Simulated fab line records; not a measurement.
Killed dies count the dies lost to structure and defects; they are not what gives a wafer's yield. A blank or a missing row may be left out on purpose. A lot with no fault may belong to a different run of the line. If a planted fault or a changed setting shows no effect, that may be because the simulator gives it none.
Matching of chambers / flow gf180mcu / 3 sister chambers for GF_V2_CVD_02 on pecvd-03
The step deposits SiO2 from TEOS, target thk 850 nm, time 94.851 s. 22 wafers are shown with their chamber, then 11 later ones without.

## EACH WAFER AND ITS CHAMBER
wafer=L076.1; chamber=2; heater_power_w (W)=626; susceptor_temp_C (C)=399.80
wafer=L076.4; chamber=1; heater_power_w (W)=657; susceptor_temp_C (C)=400.36
wafer=L076.5; chamber=2; heater_power_w (W)=657; susceptor_temp_C (C)=399.87
wafer=L077.4; chamber=2; heater_power_w (W)=605; susceptor_temp_C (C)=399.71
wafer=L077.5; chamber=0; heater_power_w (W)=690; susceptor_temp_C (C)=399.80
wafer=L077.6; chamber=1; heater_power_w (W)=523; susceptor_temp_C (C)=399.77
wafer=L078.3; chamber=2; heater_power_w (W)=552; susceptor_temp_C (C)=400.01
wafer=L078.4; chamber=2; heater_power_w (W)=604; susceptor_temp_C (C)=399.95
wafer=L078.5; chamber=1; heater_power_w (W)=662; susceptor_temp_C (C)=399.89
wafer=L081.1; chamber=1; heater_power_w (W)=559; susceptor_temp_C (C)=400.37
wafer=L081.3; chamber=0; heater_power_w (W)=792; susceptor_temp_C (C)=399.83
wafer=L081.4; chamber=1; heater_power_w (W)=614; susceptor_temp_C (C)=399.94
wafer=L082.3; chamber=0; heater_power_w (W)=872; susceptor_temp_C (C)=400.17
wafer=L082.5; chamber=0; heater_power_w (W)=682; susceptor_temp_C (C)=400.17
wafer=L082.6; chamber=2; heater_power_w (W)=632; susceptor_temp_C (C)=399.94
wafer=L083.2; chamber=0; heater_power_w (W)=796; susceptor_temp_C (C)=399.78
wafer=L083.3; chamber=1; heater_power_w (W)=653; susceptor_temp_C (C)=400.33
wafer=L083.5; chamber=0; heater_power_w (W)=840; susceptor_temp_C (C)=400.06
wafer=L085.4; chamber=1; heater_power_w (W)=650; susceptor_temp_C (C)=399.86
wafer=L085.5; chamber=2; heater_power_w (W)=628; susceptor_temp_C (C)=400.27
wafer=L085.6; chamber=0; heater_power_w (W)=867; susceptor_temp_C (C)=399.81
wafer=L087.1; chamber=0; heater_power_w (W)=859; susceptor_temp_C (C)=400.11

SIGNATURES (means of the wafers above)
reading=heater_power_w; chamber 0=799.75; chamber 1=616.86; chamber 2=614.86; scatter within a chamber=58.8
reading=susceptor_temp_C; chamber 0=399.9663; chamber 1=400.0743; chamber 2=399.9357; scatter within a chamber=0.21
Rule: for a wafer and a chamber, the distance is found by dividing, reading by reading, the gap between the wafer's reading and the chamber's mean by the reading's scatter, squaring, summing and taking the root. If the next closest chamber is less than 2 further off than the closest, the wafer can't be placed; otherwise it belongs to the closest. The scatter: the root of (the sum of the squares of (reading less its chamber's mean) over the shown wafers, divided by (wafers less chambers)).

## WAFERS WHOSE CHAMBER IS MISSING
wafer=L087.3; heater_power_w (W)=563; susceptor_temp_C (C)=400.31
wafer=L087.5; heater_power_w (W)=616; susceptor_temp_C (C)=399.81
wafer=L094.3; heater_power_w (W)=820; susceptor_temp_C (C)=400.23
wafer=L094.4; heater_power_w (W)=666; susceptor_temp_C (C)=399.81
wafer=L094.5; heater_power_w (W)=651; susceptor_temp_C (C)=400.14
wafer=L096.1; heater_power_w (W)=617; susceptor_temp_C (C)=399.99
wafer=L096.2; heater_power_w (W)=598; susceptor_temp_C (C)=399.83
wafer=L096.5; heater_power_w (W)=879; susceptor_temp_C (C)=399.84
wafer=L097.1; heater_power_w (W)=655; susceptor_temp_C (C)=399.95
wafer=L097.3; heater_power_w (W)=539; susceptor_temp_C (C)=400.14
wafer=L097.6; heater_power_w (W)=594; susceptor_temp_C (C)=399.87

## WHICH CHAMBER EACH WENT THROUGH
wafer=L087.3; from the rows above=can't be placed: 1 or 2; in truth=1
wafer=L087.5; from the rows above=can't be placed: 2 or 1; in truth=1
wafer=L094.3; from the rows above=0; in truth=0
wafer=L094.4; from the rows above=can't be placed: 2 or 1 or 0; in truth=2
wafer=L094.5; from the rows above=can't be placed: 1 or 2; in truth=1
wafer=L096.1; from the rows above=can't be placed: 2 or 1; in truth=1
wafer=L096.2; from the rows above=can't be placed: 2 or 1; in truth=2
wafer=L096.5; from the rows above=0; in truth=0
wafer=L097.1; from the rows above=can't be placed: 2 or 1 or 0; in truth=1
wafer=L097.3; from the rows above=can't be placed: 1 or 2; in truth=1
wafer=L097.6; from the rows above=can't be placed: 2 or 1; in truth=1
Placed correctly: 2 of 11. From these rows, 9 cannot be placed; in 9 the true chamber is one of the candidates. Number placed wrongly: 0.
